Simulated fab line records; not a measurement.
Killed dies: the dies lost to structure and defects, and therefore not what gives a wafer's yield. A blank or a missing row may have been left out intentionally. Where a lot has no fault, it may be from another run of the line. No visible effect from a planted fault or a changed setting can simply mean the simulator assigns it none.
Which tool is to blame?    flow gf180mcu    33 wafers from 11 lots sampled at 6 of the route's 602 steps

== WHAT THE GAUGES READ, wafer by wafer ==
GF_HV_LDD_CD_MEAS_46: the cd target is 400 nm. Usual: cd_nm reads 402.1 nm (standard deviation 1.8).
lot   measured      on         cd_nm (nm)         flag
L337  day 13 11:18  cd_sem-01  405.2 403.2 402.7  
L338  day 13 12:30  cd_sem-01  401.5 399.6 399.8  
L341  day 14 12:12  cd_sem-01  399.5 400.9 402.3  
L345  day 15 17:57  cd_sem-02  402.5 404.3 402.0  
L348  day 17 08:13  cd_sem-01  399.8 402.3 401.3  
L350  day 17 14:42  cd_sem-02  - - -              OFF
L354  day 18 14:53  cd_sem-01  402.8 402.1 399.9  
L355  day 19 10:48  cd_sem-02  401.2 399.2 401.8  
L356  day 19 13:50  cd_sem-02  402.2 403.6 403.3  
L357  day 19 16:32  cd_sem-01  403.8 404.3 405.3  
L358  day 20 11:03  cd_sem-02  403.6 402.8 402.0  

GF_HV_LDD_TW_MEAS_50. Usual: HV_LDD_4_TW 566, standard deviation 5.5.
lot   measured      on             HV_LDD_4_TW        flag
L337  day 13 11:43  film_metro-04  570 572 569        
L338  day 13 12:55  film_metro-01  571 571 572        
L341  day 14 12:37  film_metro-01  578 571 574        
L345  day 15 18:22  film_metro-04  571 567 568        
L348  day 17 08:37  film_metro-04  566 568 569        
L350  day 17 15:08  film_metro-01  30 30 30 30 30 30  OFF
L354  day 18 15:17  film_metro-01  570 568 570        
L355  day 19 11:13  film_metro-01  569 565 566        
L356  day 19 14:14  film_metro-01  571 567 565        
L357  day 19 16:54  film_metro-04  568 571 571        
L358  day 20 11:28  film_metro-02  554 557 555        

GF_NSD_CD_MEAS_07: the cd target is 400 nm. Usual: cd_nm reads 399.7 nm (standard deviation 2.5).
lot   measured      on         cd_nm (nm)         flag
L337  day 14 11:32  cd_sem-01  393.4 393.3 396.7  
L338  day 14 15:31  cd_sem-01  402.2 402.0 403.7  
L341  day 15 15:51  cd_sem-02  396.1 396.1 396.1  
L345  day 16 19:13  cd_sem-02  399.5 400.8 400.1  
L348  day 18 12:34  cd_sem-01  398.2 398.5 397.0  
L354  day 19 17:57  cd_sem-02  400.5 402.1 399.8  
L355  day 20 13:58  cd_sem-02  402.3 400.9 400.2  
L356  day 20 16:46  cd_sem-02  402.0 400.2 401.5  
L357  day 20 19:41  cd_sem-01  403.9 403.8 404.1  
L358  day 21 13:54  cd_sem-01  401.3 401.7 401.1  

== WHICH TOOL RAN EACH LOT (tool, then ch and the chambers of the sampled wafers, then the start) ==
lot   GF_POLY_GATE_STRIP_14                 GF_HV_LDD_EXPOSE_43                  GF_HV_LDD_STRIP_49
L337  plasma_asher-01 ch 0,1, day 9 21:04   iline_stepper-02 ch 0, day 13 00:40  plasma_asher-04 ch 0,1, day 13 11:37
L338  plasma_asher-02 ch 0,1, day 10 03:34  iline_stepper-02 ch 0, day 13 01:55  plasma_asher-01 ch 0,1, day 13 12:49
L341  plasma_asher-03 ch 0,1, day 11 04:01  iline_stepper-01 ch 0, day 14 02:00  plasma_asher-01 ch 0,1, day 14 12:31
L345  plasma_asher-03 ch 0,1, day 12 06:42  iline_stepper-02 ch 0, day 15 07:32  plasma_asher-03 ch 0,1, day 15 18:16
L348  plasma_asher-02 ch 0,1, day 13 15:07  iline_stepper-02 ch 0, day 16 20:35  plasma_asher-01 ch 0,1, day 17 08:31
L350  plasma_asher-01 ch 0,1, day 13 19:01  iline_stepper-01 ch 0, day 17 03:57  plasma_asher-04 ch 0,1, day 17 15:01
L354  plasma_asher-02 ch 0,1, day 14 18:26  iline_stepper-02 ch 0, day 18 03:48  plasma_asher-03 ch 0,1, day 18 15:11
L355  plasma_asher-01 ch 0,1, day 15 11:05  iline_stepper-01 ch 0, day 18 21:47  plasma_asher-01 ch 0,1, day 19 11:07
L356  plasma_asher-02 ch 0,1, day 15 13:42  iline_stepper-02 ch 0, day 19 01:01  plasma_asher-04 ch 0,1, day 19 14:08
L357  plasma_asher-03 ch 0,1, day 15 17:12  iline_stepper-01 ch 0, day 19 04:45  plasma_asher-01 ch 0,1, day 19 16:49
L358  plasma_asher-02 ch 0,1, day 16 08:34  iline_stepper-02 ch 0, day 19 22:26  plasma_asher-04 ch 1, day 20 11:22
- GF_POLY_GATE_STRIP_14: strips in O2/N2.
- GF_HV_LDD_EXPOSE_43: exposes mask Pplus HV AREA, target cd 400 nm.
- GF_HV_LDD_STRIP_49: strips in O2/N2.

== AS READ BY THE TOOLS THEMSELVES (means over the sampled wafers that have a number; for cases with no such wafer, the mark the record gives instead) ==
GF_POLY_GATE_STRIP_14. Usual: drypump_motor_current_A 5.7 A, standard deviation 0.45; heater_power_w 326 W, standard deviation 43; oes_product_au 0.504 a.u., standard deviation 0.0047.
lot   tool             drypump_motor_current_A (A)  heater_power_w (W)  oes_product_au (a.u.)  flag
L337  plasma_asher-01  6.0                          317                 0.497                  
L338  plasma_asher-02  5.5                          319                 0.503                  
L341  plasma_asher-03  5.4                          345                 0.505                  
L345  plasma_asher-03  5.7                          319                 0.505                  
L348  plasma_asher-02  5.5                          315                 0.504                  
L350  plasma_asher-01  6.0                          311                 0.506                  
L354  plasma_asher-02  5.5                          317                 0.504                  
L355  plasma_asher-01  6.0                          310                 0.505                  
L356  plasma_asher-02  5.5                          320                 0.502                  
L357  plasma_asher-03  5.4                          347                 0.504                  
L358  plasma_asher-02  5.3                          306                 0.502                  

GF_HV_LDD_EXPOSE_43. Usual: focus_offset_nm reads 0.1 nm (standard deviation 0.6).
lot   tool              focus_offset_nm (nm)  flag
L337  iline_stepper-02  0.3                   
L338  iline_stepper-02  0.1                   
L341  iline_stepper-01  0.6                   
L345  iline_stepper-02  1.0                   
L348  iline_stepper-02  0.3                   
L350  iline_stepper-01  -0.0                  
L354  iline_stepper-02  -0.9                  
L355  iline_stepper-01  0.1                   
L356  iline_stepper-02  -1.2                  
L357  iline_stepper-01  -0.2                  
L358  iline_stepper-02  -0.7                  

GF_HV_LDD_STRIP_49. Usual: drypump_motor_current_A 5.9 A, standard deviation 0.5; heater_power_w 336 W, standard deviation 43; oes_product_au 0.716 a.u., standard deviation 0.0046; strip_time_to_endpoint_s 12.64 s, standard deviation 0.04.
lot   tool             drypump_motor_current_A (A)  heater_power_w (W)  oes_product_au (a.u.)  strip_time_to_endpoint_s (s)  flag
L337  plasma_asher-04  6.4                          347                 0.718                  12.62                         
L338  plasma_asher-01  6.0                          312                 0.713                  12.57                         
L341  plasma_asher-01  6.0                          321                 0.720                  12.58                         
L345  plasma_asher-03  5.7                          325                 0.713                  12.64                         
L348  plasma_asher-01  6.0                          319                 0.717                  12.63                         
L350  plasma_asher-04  6.4                          350                 0.717                  12.67                         
L354  plasma_asher-03  5.4                          347                 0.720                  12.66                         
L355  plasma_asher-01  6.0                          324                 0.713                  12.62                         
L356  plasma_asher-04  6.4                          349                 0.718                  12.62                         
L357  plasma_asher-01  6.0                          321                 0.717                  12.63                         
L358  plasma_asher-04  6.5                          363                 0.717                  12.67                         

== THE ANSWER, worked out from the rows above alone ==
Rule: a lot counts as off when the mean over its wafers that have a number is more than 3 standard deviations away from the usual mean. A lot without any number at a reading at which 4 lots or more have one is off too. Any other lot the step has rows for is counted as sound. After the gauges, taken in route order, come the tools' own readings; for these a lot's mean is taken, as printed above. At the first step where some lot is off, the reading lying furthest off is the one used; lots without a number count as furthest.
Off: L350 (GF_HV_LDD_CD_MEAS_46, cd_nm). Without a number there: L350.
A tool fits if, at a process step before that reading, it ran every lot that is off, and no sound lot after the first of them. Not tried: the gauges at GF_HV_LDD_CD_MEAS_46; whatever is off there is also off at GF_HV_LDD_TW_MEAS_50, on other tools, and gauge error can't account for it. No candidate that was tried fits.

== WHAT WAS PUT IN BY THE SIMULATOR ==
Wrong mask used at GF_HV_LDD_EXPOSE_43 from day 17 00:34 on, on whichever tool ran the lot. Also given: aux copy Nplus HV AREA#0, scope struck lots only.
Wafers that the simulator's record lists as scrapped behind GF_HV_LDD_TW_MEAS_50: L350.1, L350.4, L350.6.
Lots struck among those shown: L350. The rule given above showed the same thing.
